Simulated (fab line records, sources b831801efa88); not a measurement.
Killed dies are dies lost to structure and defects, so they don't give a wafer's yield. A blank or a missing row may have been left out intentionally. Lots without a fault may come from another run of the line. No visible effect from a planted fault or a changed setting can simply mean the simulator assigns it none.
One fault seen from 2 desks || flow sfqLine || numbers are kept per desk, each desk with only its own; the story behind them comes last

AT THE TOOL OWNER'S DESK: pvdSputter-03
The tool's own readings at SFQ_TRILAYER_L0_DEP_SPUTTER_003 (material MoNx KI, target thk 40 nm, time 100 s): means of the sampled wafers that have a number, for each lot that ran on this tool. The brackets show how far a lot's mean lies from the usual mean; more than 4 standard deviations puts the lot out of limits, marked OUT.
Columns: A = basePressurePa at SFQ_TRILAYER_L0_DEP_SPUTTER_003, usual 1.32e-06 Pa; B = throttleValvePct at SFQ_TRILAYER_L0_DEP_SPUTTER_003, usual 30.0 %
{"lot": "L198", "first seen here": "day 2 03:29", "A": 1.30e-06, "B": 29.4}
{"lot": "L209", "first seen here": "day 4 10:29", "A": 1.37e-06, "B": 29.3}
{"lot": "L210", "first seen here": "day 4 15:29", "A": 1.28e-06, "B": 29.8}
Result from this desk: across the 3 lots, nothing is out of limits.

FROM THE METROLOGY DESK
Lot by lot, what the gauges showed, no matter which tool ran the lot: averages of those sampled wafers that carry a number. The brackets show how far a lot's mean lies from the usual mean; more than 4 standard deviations puts the lot out of limits, marked OUT.
Columns: A = INCOMING_BOW at SFQ_INCOMING_BOW_MEAS_900, usual 0 um; B = L0_MONX_KI_RS at SFQ_L0_RS_MEAS_901, usual 43.4 ohm/sq; C = L0_MONX_KI_THK at SFQ_L0_THK_MEAS_902, usual 40.6 nm; D = L0V_OVL at SFQ_L0V_OVL_MEAS_903, usual 1 nm; E = M0_NB_RS at SFQ_M0_RS_MEAS_904, usual 0.889 ohm/sq; F = M8_BOW at SFQ_M8_BOW_MEAS_951, usual 8 um
{"lot": "L197", "first seen here": "day 1 20:04", "A": 9, "B": 43.5, "C": 40.5, "D": 4, "E": 0.889, "F": 28}
{"lot": "L198", "first seen here": "day 2 01:01", "A": -3, "B": 42.3, "C": 41.2, "D": 0, "E": 0.897, "F": 17}
{"lot": "L209", "first seen here": "day 4 08:00", "A": -1, "B": 41.4, "C": 42.2, "D": -1, "E": 0.883, "F": 11}
{"lot": "L210", "first seen here": "day 4 13:00", "A": -4, "B": 42.3, "C": 41.9, "D": 12, "E": 0.864, "F": 7}
{"lot": "L213", "first seen here": "day 5 04:00", "A": 4, "B": 43.1, "C": 40.6, "D": 2, "E": 0.889, "F": -5}
{"lot": "L217", "first seen here": "day 6 00:00", "A": -4, "B": 44.0, "C": 40.1, "D": 1, "E": 0.889, "F": -12}
Result from this desk: across the 6 lots, nothing is out of limits.

BROUGHT TOGETHER
The tool owner's desk saw nothing out of limits.
At the metrology desk, nothing out of limits was observed.

WHAT THE SIMULATOR PUT IN
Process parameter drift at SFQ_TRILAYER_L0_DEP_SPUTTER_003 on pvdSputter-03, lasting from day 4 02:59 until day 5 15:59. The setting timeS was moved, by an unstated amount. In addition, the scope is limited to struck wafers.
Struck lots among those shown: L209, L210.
